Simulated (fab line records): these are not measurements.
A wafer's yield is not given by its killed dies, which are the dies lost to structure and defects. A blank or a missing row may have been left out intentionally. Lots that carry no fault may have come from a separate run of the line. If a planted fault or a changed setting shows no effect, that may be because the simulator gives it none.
Tool commonality check	flow sky130	36 wafers sampled across 12 lots

## WHY IT WAS OPENED
2 of 12 lots carry a flag on the reading RES_XHIGH_TW at SKY_RES_XHIGH_TW_MEAS_09. Wafers without a fault read 1635, standard deviation 15.
Rule: a lot gets a flag if all its wafers with a number sit over 4 standard deviations from that mean, or if no wafer of it has a number. All remaining lots are regarded as sound.

lot	measured	on	RES_XHIGH_TW, wafer by wafer	flag
L455	day 27 10:37	film metro-02	1651 1654 1649	
L456	day 27 18:02	film metro-01	1631 1655 1637	
L457	day 28 10:01	film metro-03	1613 1621 1619	
L458	day 28 12:16	film metro-01	1642 1647 1635	
L460	day 29 04:54	film metro-01	1551 1557 1551	FLAGGED
L461	day 29 17:57	film metro-01	1554 1553 1552	FLAGGED
L468	day 31 20:21	film metro-01	1638 1639 1632	
L470	day 32 09:46	film metro-01	1649 1644 1653	
L472	day 33 03:58	film metro-03	1612 1618 1612	
L474	day 33 10:08	film metro-03	1611 1611 1613	
L476	day 34 10:43	film metro-01	1635 1638 1637	
L477	day 34 23:13	film metro-02	1643 1643 1641	
On average the flagged lots' numbers are 1553, which is -82 against the usual, or -5 standard deviations.

## WHICH TOOL RAN EACH LOT
The record holds 2 process steps before the reading, out of a route of 708 steps. Every cell lists first the tool, next ch and the chambers used by the sampled wafers, and last the start.
lot	flag	SKY_FIELD_ISO_ETCH_15	SKY_RES_XHIGH_IMPLANT_07
L455		rie diel-02 ch 0,2, day 2 10:22	implanter-01 ch 0, day 27 10:23
L456		rie diel-02 ch 0,2, day 2 15:22	implanter-02 ch 0, day 27 17:47
L457		rie diel-03 ch 0,1,2, day 2 20:17	implanter-01 ch 0, day 28 09:47
L458		rie diel-04 ch 0,1, day 3 00:37	implanter-03 ch 0, day 28 12:01
L460	FLAGGED	rie diel-02 ch 0,1,3, day 3 14:31	implanter-02 ch 0, day 29 04:39
L461	FLAGGED	rie diel-02 ch 1,2,3, day 3 20:01	implanter-02 ch 0, day 29 17:41
L468		rie diel-02 ch 0,1,3, day 5 05:46	implanter-01 ch 0, day 31 20:08
L470		rie diel-02 ch 0,2,3, day 5 16:46	implanter-01 ch 0, day 32 09:31
L472		rie diel-04 ch 0,2,3, day 6 05:29	implanter-02 ch 0, day 33 03:43
L474		rie diel-04 ch 0,2,3, day 6 12:38	implanter-01 ch 0, day 33 09:55
L476		rie diel-04 ch 2,3, day 7 05:13	implanter-03 ch 0, day 34 10:28
L477		rie diel-03 ch 1,2, day 7 11:13	implanter-02 ch 0, day 34 22:58
What these steps do:
- SKY_FIELD_ISO_ETCH_15: etches the open film in CHF3/O2, stops on Si, target depth 180 nm, time 72 s.
- SKY_RES_XHIGH_IMPLANT_07
- SKY_RES_XHIGH_TW_MEAS_09

## FLAGGED OVER TOTAL, TOOL BY TOOL (the gauges that took the reading come last)
step	tool	lots run	flagged	share of the flagged lots	sound lots run after its first flagged lot
SKY_FIELD_ISO_ETCH_15	rie diel-02	6	2	all	2 (L468,L470)
SKY_FIELD_ISO_ETCH_15	rie diel-03	2	0	none	-
SKY_FIELD_ISO_ETCH_15	rie diel-04	4	0	none	-
SKY_RES_XHIGH_IMPLANT_07	implanter-01	5	0	none	-
SKY_RES_XHIGH_IMPLANT_07	implanter-02	5	2	all	2 (L472,L477)
SKY_RES_XHIGH_IMPLANT_07	implanter-03	2	0	none	-
SKY_RES_XHIGH_TW_MEAS_09	film metro-01	7	2	all	3 (L468,L470,L476)
SKY_RES_XHIGH_TW_MEAS_09	film metro-02	2	0	none	-
SKY_RES_XHIGH_TW_MEAS_09	film metro-03	3	0	none	-

## THE TABLE: WHAT IT ALLOWS
rie diel-02 at SKY_FIELD_ISO_ETCH_15, implanter-02 at SKY_RES_XHIGH_IMPLANT_07 and film metro-01 at SKY_RES_XHIGH_TW_MEAS_09: these 3 rows of the table ran every flagged lot.
- rie diel-02 at SKY_FIELD_ISO_ETCH_15 ran 6 lots, 2 of them flagged. After the first flagged lot (L468, L470), sound lots still ran on it; a lasting fault on the whole tool would not permit that.
- implanter-02 at SKY_RES_XHIGH_IMPLANT_07 ran 5 lots, 2 of them flagged. After the first flagged lot (L472, L477), sound lots still ran on it; a lasting fault on the whole tool would not permit that.
- film metro-01 at SKY_RES_XHIGH_TW_MEAS_09 ran 7 lots, 2 of them flagged. After the first flagged lot (L468, L470, L476), sound lots still ran on it; a lasting fault on the whole tool would not permit that.
Every row of the table either missed a flagged lot or ran a sound lot after the first.

## WHAT THE SIMULATOR HAD PUT IN
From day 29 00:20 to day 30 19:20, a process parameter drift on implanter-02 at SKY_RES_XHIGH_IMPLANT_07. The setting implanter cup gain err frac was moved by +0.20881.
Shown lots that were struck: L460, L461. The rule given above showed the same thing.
